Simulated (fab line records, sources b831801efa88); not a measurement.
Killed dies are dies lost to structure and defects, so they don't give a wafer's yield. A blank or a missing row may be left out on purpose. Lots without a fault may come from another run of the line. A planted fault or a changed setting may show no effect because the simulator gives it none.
Chamber matching | flow sky130 | SKY_VIA1_CMP_02 on cmp-01: 4 sister chambers
The step polishes SiO2. 4 wafers are shown with their chamber, then 9 later ones without.

WAFERS WITH THEIR CHAMBER
wafer  | chamber | motor_current_A (A)
L541.2 | 3       | 12.0
L541.6 | 0       | 12.4
L546.4 | 1       | 11.1
L546.6 | 2       | 11.0

WAFERS WITHOUT THEIR CHAMBER
wafer  | motor_current_A (A)
L549.1 | 11.6
L549.2 | 11.4
L549.4 | 12.5
L550.1 | 13.0
L550.3 | 10.9
L550.4 | 12.5
L551.2 | 11.5
L551.5 | 11.2
L551.6 | 10.7

WHICH CHAMBER EACH WENT THROUGH
wafer  | from the rows above               | in truth
L549.1 | can't be placed: 3 or 1 or 2 or 0 | 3
L549.2 | can't be placed: 1 or 2 or 3      | 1
L549.4 | can't be placed: 0 or 3           | 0
L550.1 | can't be placed: 0 or 3           | 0
L550.3 | can't be placed: 2 or 1           | 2
L550.4 | can't be placed: 0 or 3           | 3
L551.2 | can't be placed: 1 or 2 or 3 or 0 | 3
L551.5 | can't be placed: 1 or 2           | 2
L551.6 | can't be placed: 2 or 1           | 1
Placed correctly: 0 of 9. Can't be placed from these rows: 9 (the true chamber is among the candidates in 9). Placed wrongly: 0.
How it was worked out, from the rows above alone: a wafer's distance from a chamber is the root of the sum, over the readings, of the square of ((its reading less the chamber's mean) divided by the reading's scatter). The wafer belongs to the nearest chamber; if the next one is less than 2 further off, it can't be placed. A chamber's mean is the mean of its shown wafers. The scatter: with one shown wafer a chamber, the root of the mean of the squares of how far each hidden wafer lies from its nearest shown one.
